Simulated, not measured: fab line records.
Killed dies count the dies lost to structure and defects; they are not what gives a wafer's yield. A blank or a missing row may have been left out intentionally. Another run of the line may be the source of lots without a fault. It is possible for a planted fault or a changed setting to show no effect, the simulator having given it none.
Which tool was responsible?	flow gf180mcu	6 lots with 18 wafers sampled at 2 steps, on a route of 602 steps

## WHAT THE GAUGES SHOWED, per wafer
GF_VT_IMPLANT_TW_MEAS_43.
lot	measured	on	VT_IMPLANT_4_TW
L342	day 9 00:43	film_metro-02	692 695 694
L345	day 9 19:22	film_metro-01	694 692 693
L347	day 10 06:14	film_metro-04	695 697 696
L349	day 10 17:56	film_metro-02	691 697 690
L356	day 12 15:24	film_metro-01	1112 1103 1103
L359	day 13 10:02	film_metro-04	700 699 699

## TOOL THAT RAN EACH LOT (tool first, then ch and the chambers of the sampled wafers, then the start)
lot	GF_VT_IMPLANT_IMPLANT_41
L342	implanter-02 ch 0, day 9 00:28
L345	implanter-02 ch 0, day 9 19:07
L347	implanter-03 ch 0, day 10 05:59
L349	implanter-04 ch 0, day 10 17:39
L356	implanter-03 ch 0, day 12 15:11
L359	implanter-02 ch 0, day 13 09:48
- GF_VT_IMPLANT_IMPLANT_41

## THE ANSWER, worked out from the rows above alone
Rule: what is usual is taken from the lots themselves. The widest of any qualifying gaps counts: lots, ordered by their means at a reading, are off when they make up no more than a third of the lots, leave a main group of 4 or more, and stand apart from it by 3 or more times the standard deviation of that group's means. The tables above print the reading to a certain number of digits; a main group whose means all agree to those digits is not used. A lot without any number at a reading at which 4 lots or more have one is off too. All remaining lots with rows at the step are treated as sound.
Off: L356, seen at GF_VT_IMPLANT_TW_MEAS_43 (VT_IMPLANT_4_TW). The main group has a mean of 695 with a standard deviation of 2.5.
A tool fits if, at a process step before that reading, it ran every lot that is off, and no sound lot after the first of them. Those tools and the gauges at GF_VT_IMPLANT_TW_MEAS_43 are tried in the same way. Undecided on this evidence; 2 tools fit (implanter-03 at GF_VT_IMPLANT_IMPLANT_41, film_metro-01 at GF_VT_IMPLANT_TW_MEAS_43).

## WHAT WAS PUT IN BY THE SIMULATOR
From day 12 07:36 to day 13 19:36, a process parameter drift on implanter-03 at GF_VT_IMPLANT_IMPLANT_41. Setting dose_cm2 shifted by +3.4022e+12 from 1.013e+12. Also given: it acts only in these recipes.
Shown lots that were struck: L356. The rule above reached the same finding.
